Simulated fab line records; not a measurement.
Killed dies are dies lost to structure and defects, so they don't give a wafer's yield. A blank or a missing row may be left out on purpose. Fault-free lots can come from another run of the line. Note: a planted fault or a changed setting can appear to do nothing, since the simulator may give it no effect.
2 desks looking at one fault + flow sfq-line + every desk sees just its own numbers, and what lay behind them comes last

== AT THE TOOL OWNER'S DESK: rie-metal-03 ==
The tool's own readings at SFQ_TRILAYER_L0_ETCH_METAL_ETCH_008 (etches MoNx KI in SF6/O2, stops on SiO2, target depth 50 nm, time 25 s): means of the sampled wafers that have a number, for each lot that ran on this tool. Marked OUT: a lot whose mean sits more than 4 standard deviations from the usual mean, which makes it out of limits; the brackets give that distance.
Columns: A = chamber-pressure-mTorr at SFQ_TRILAYER_L0_ETCH_METAL_ETCH_008, usual 10.001 mTorr; B = drypump-motor-current-A at SFQ_TRILAYER_L0_ETCH_METAL_ETCH_008, usual 5.42 A; C = oes-product-au at SFQ_TRILAYER_L0_ETCH_METAL_ETCH_008, usual 0.874 a.u.; D = run-length-s at SFQ_TRILAYER_L0_ETCH_METAL_ETCH_008, usual 53.3 s
| lot  | first seen here | A      | B    | C                | D               |
|------|-----------------|--------|------|------------------|-----------------|
| L311 | day 4 14:17     | 10.006 | 5.45 | 0.881            | 53.3            |
| L314 | day 5 05:54     | 10.017 | 5.44 | 0.871            | 53.0            |
| L316 | day 5 13:05     | 10.000 | 5.23 | 0.886            | 53.6            |
| L330 | day 9 16:36     | 10.000 | 5.33 | 0.931 (+7.0) OUT | 51.4            |
| L332 | day 10 07:03    | 9.995  | 5.69 | 0.938 (+7.8) OUT | 51.1 (-4.1) OUT |
This desk finds L330, L332 out of limits, L330 being first, at day 9 16:36 (oes-product-au at SFQ_TRILAYER_L0_ETCH_METAL_ETCH_008). Within limits: L311, L314, L316.

== METROLOGY DESK ==
Lot by lot, what the gauges showed, no matter which tool ran the lot: averages of those sampled wafers that carry a number. Marked OUT: a lot whose mean sits more than 4 standard deviations from the usual mean, which makes it out of limits; the brackets give that distance.
Columns: A = INCOMING_BOW at SFQ_INCOMING_BOW_MEAS_900, usual 0 um; B = L0_MONX_KI_RS at SFQ_L0_RS_MEAS_901, usual 43.5 ohm/sq; C = L0_MONX_KI_THK at SFQ_L0_THK_MEAS_902, usual 39.7 nm
| lot  | first seen here | A  | B    | C    |
|------|-----------------|----|------|------|
| L311 | day 1 15:01     | -2 | 42.8 | 40.0 |
| L314 | day 2 06:02     | 8  | 43.6 | 39.9 |
| L316 | day 2 16:01     | -2 | 42.7 | 40.5 |
| L319 | day 3 07:02     | 2  | 43.3 | 39.8 |
| L330 | day 5 14:04     | 2  | 44.5 | 38.6 |
| L332 | day 6 00:00     | 4  | 43.6 | 39.4 |
This desk's finding: nothing out of limits on any of the 6 lots.

== BROUGHT TOGETHER ==
The tool owner's desk had the chance to raise an alarm at day 9 16:36 on L330, L332.
At the metrology desk, nothing out of limits was observed.
The metrology desk has L330, L332 on record, within its limits.
On rie-metal-03, each named lot ran SFQ_TRILAYER_L0_ETCH_METAL_ETCH_008.

== WHAT THE SIMULATOR HAD PUT IN ==
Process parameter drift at SFQ_TRILAYER_L0_ETCH_METAL_ETCH_008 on rie-metal-03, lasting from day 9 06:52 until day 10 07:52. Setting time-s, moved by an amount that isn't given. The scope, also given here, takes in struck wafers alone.
Shown lots that were struck: L330, L332.
Hours from the fault's start to each desk's first reading out of limits: the tool owner's desk, 10.
